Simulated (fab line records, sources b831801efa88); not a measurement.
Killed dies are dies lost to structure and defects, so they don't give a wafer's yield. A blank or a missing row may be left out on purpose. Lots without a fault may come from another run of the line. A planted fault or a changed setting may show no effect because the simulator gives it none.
One fault seen from 2 desks | flow gf180mcu | each desk has only its own numbers; what lay behind them comes last

THE METROLOGY DESK
What the gauges read, lot by lot, whatever tool the lot ran on: means of the sampled wafers that have a number. A lot is out of limits, marked OUT, if its mean lies more than 4 standard deviations from the usual mean; the brackets give that distance.
Columns: A = V1_OVL at GF_V1_OVL_MEAS_15, usual -1 nm; B = V1_W_RS at GF_V1_RS_MEAS_24, usual 0.329 ohm/sq; C = V1_W_THK at GF_V1_THK_MEAS_25, usual 360 nm
lot  | first seen here | A  | B     | C
L186 | day 18 21:46    | -9 | 0.330 | 361
L188 | day 19 17:43    | -4 | 0.331 | 358
L198 | day 23 12:13    | -4 | 0.329 | 360
L201 | day 24 09:38    | -4 | 0.334 | 356
L202 | day 24 16:49    | 14 | 0.328 | 359
L206 | day 25 23:33    | -2 | 0.330 | 356
This desk's finding: nothing out of limits on any of the 6 lots.

THE TOOL OWNER'S DESK: pvd_sputter-02
The tool's own readings at GF_M2_SPUTTER_00 (material Ti, target thk 37.5 nm, time 150 s): means of the sampled wafers that have a number, for each lot that ran on this tool. A lot is out of limits, marked OUT, if its mean lies more than 4 standard deviations from the usual mean; the brackets give that distance.
Columns: A = cathode_dc_power_W at GF_M2_SPUTTER_00, usual 3999.9 W; B = throttle_valve_pct at GF_M2_SPUTTER_00, usual 29.7 %
lot  | first seen here | A                        | B
L186 | day 18 23:11    | 4000.5                   | 29.6
L188 | day 19 19:06    | 3999.7                   | 30.5
L198 | day 23 13:57    | 3716.3 (-99 or more) OUT | 29.6
L201 | day 24 11:03    | 3716.6 (-99 or more) OUT | 30.7
This desk's finding: out of limits on L198, L201; first on L198, day 23 13:57 (cathode_dc_power_W at GF_M2_SPUTTER_00). In limits: L186, L188.

PUT TOGETHER
The tool owner's desk could have raised an alarm at day 23 13:57, on L198, L201.
The metrology desk saw nothing out of limits.
The metrology desk has L198, L201 on record, within its limits.
Of the lots named, all ran GF_M2_SPUTTER_00 on pvd_sputter-02.

WHAT THE SIMULATOR HAD PUT IN
Process parameter drift: pvd_sputter-02, from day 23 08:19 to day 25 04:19, at GF_M2_SPUTTER_00. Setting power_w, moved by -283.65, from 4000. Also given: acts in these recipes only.
Lots struck among those shown: L198, L201.
Hours from the fault's start to each desk's first reading out of limits: the tool owner's desk, 6.
